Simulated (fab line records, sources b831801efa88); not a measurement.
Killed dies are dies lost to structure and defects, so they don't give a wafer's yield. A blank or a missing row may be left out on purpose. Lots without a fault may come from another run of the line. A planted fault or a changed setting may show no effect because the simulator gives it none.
Problem report in the 8D (eight disciplines) form, filled by code | flow sky130 | the parts of the form that need people (team, actions taken, sign-off) are left out

1. THE PROBLEM
VIA1_HDPCVD_THK at SKY_VIA1_THK_MEAS_01 reads a mean of 518 nm on 1 wafer of 1 lot; wafers without a fault read 1033 nm with a standard deviation of 12. That is -43 standard deviations from the usual mean.
First seen on wafer L214.3, day 38 03:55, on film_metro-03. The record holds 33 wafers of 11 lots with a number at this step. Rule for "out", or "out of limits": more than 4 standard deviations from the usual mean. The other wafers with a number count as sound.

2. WHAT IT IS AND WHAT IT IS NOT
question                    | is                | is not
which readings at this step | VIA1_HDPCVD_THK   | -
which lots                  | L214              | L200, L201, L202, L203, L204, L205, L217, L218, L220, L223
which wafers of those lots  | L214.3            | L214.2, L214.5
read on which gauges        | film_metro-03     | film_metro-01, film_metro-04
when                        | from day 38 03:55 | up to then (20 sound wafers); but 12 sound wafers of L217, L218, L220, L223 came after

3. SUSPECTS, AND WHAT RULES EACH OUT
Counting: a tool at a process step up to the reading stays a suspect if it ran every lot that is out. Sound lots after the first of them don't rule it out here, since some wafers of a struck lot are sound.
- the gauge at SKY_VIA1_THK_MEAS_01: ruled out. All the wafers that are out were read on film_metro-03, but those of them that SKY_VIA1_HDPCVD_00 has rows for are out there too, on other tools.
- rie_metal-01 at SKY_METAL1_METAL_ETCH_19 (etches the open film in Cl2/BCl3, stops on SiO2, target depth 360 nm, time 78 s): kept. It ran the lot that is out, L214 (day 38 03:07); its last sound lot up to then is L205 (day 35 06:51).
- plasma_asher-04 at SKY_METAL1_STRIP_20 (strips in O2/N2): kept. It ran the lot that is out, L214 (day 38 03:13); its last sound lot up to then is L200 (day 33 16:15).
- hdpcvd-01 at SKY_VIA1_HDPCVD_00 (deposits SiO2, target thk 1030 nm, time 171.7 s): kept. It ran the lot that is out, L214 (day 38 03:48); its last sound lot up to then is L203 (day 34 18:57). Its own readings are out on those wafers: sih4_flow_sccm.
- Within hdpcvd-01 at SKY_VIA1_HDPCVD_00: the wafers that are out ran in chamber 0; their sound lot-mates ran in chamber 2.
Left after counting: rie_metal-01 at SKY_METAL1_METAL_ETCH_19, plasma_asher-04 at SKY_METAL1_STRIP_20, hdpcvd-01 at SKY_VIA1_HDPCVD_00.

4. THE CAUSE (what the simulator had put in)
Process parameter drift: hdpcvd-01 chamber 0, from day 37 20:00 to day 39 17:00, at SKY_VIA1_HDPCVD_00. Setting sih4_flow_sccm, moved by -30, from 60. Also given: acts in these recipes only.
Counting left 3 suspects, and this tool is among them.

5. THE CHAIN OF EFFECTS, in route order
Each row: a reading whose mean over the struck wafers that have a number lies more than 3 standard deviations from the usual. Only readings for which the record gives a usual standard deviation are gone through. hours: the time from each lot's start at the first step in this table that gives one to its start at this step, as a median over the lots. sigmas: the change in usual standard deviations.
hours | step                 | reading         | usual      | on struck wafers | change | sigmas
0     | SKY_VIA1_HDPCVD_00   | sih4_flow_sccm  | 60.01 sccm | 29.98            | -30.03 | -99 or more
0     | SKY_VIA1_THK_MEAS_01 | VIA1_HDPCVD_THK | 1033 nm    | 518              | -515   | -43
The process steps in it:
- SKY_VIA1_HDPCVD_00: deposits SiO2, target thk 1030 nm, time 171.7 s.

6. WHAT WOULD HAVE CAUGHT IT SOONER
In this record the first reading out of limits at a measuring or inspecting step was taken at day 38 03:55, 8 hours after the fault began at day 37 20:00.
The tool's own readings at SKY_VIA1_HDPCVD_00 were out on every struck wafer that the step has a row for (sih4_flow_sccm): an alarm limit on them would have fired on the first of those.
All the lots that are out (1) had begun SKY_VIA1_HDPCVD_00 on hdpcvd-01 by day 38 03:55. A hold on the tool at that time would have spared none of them.
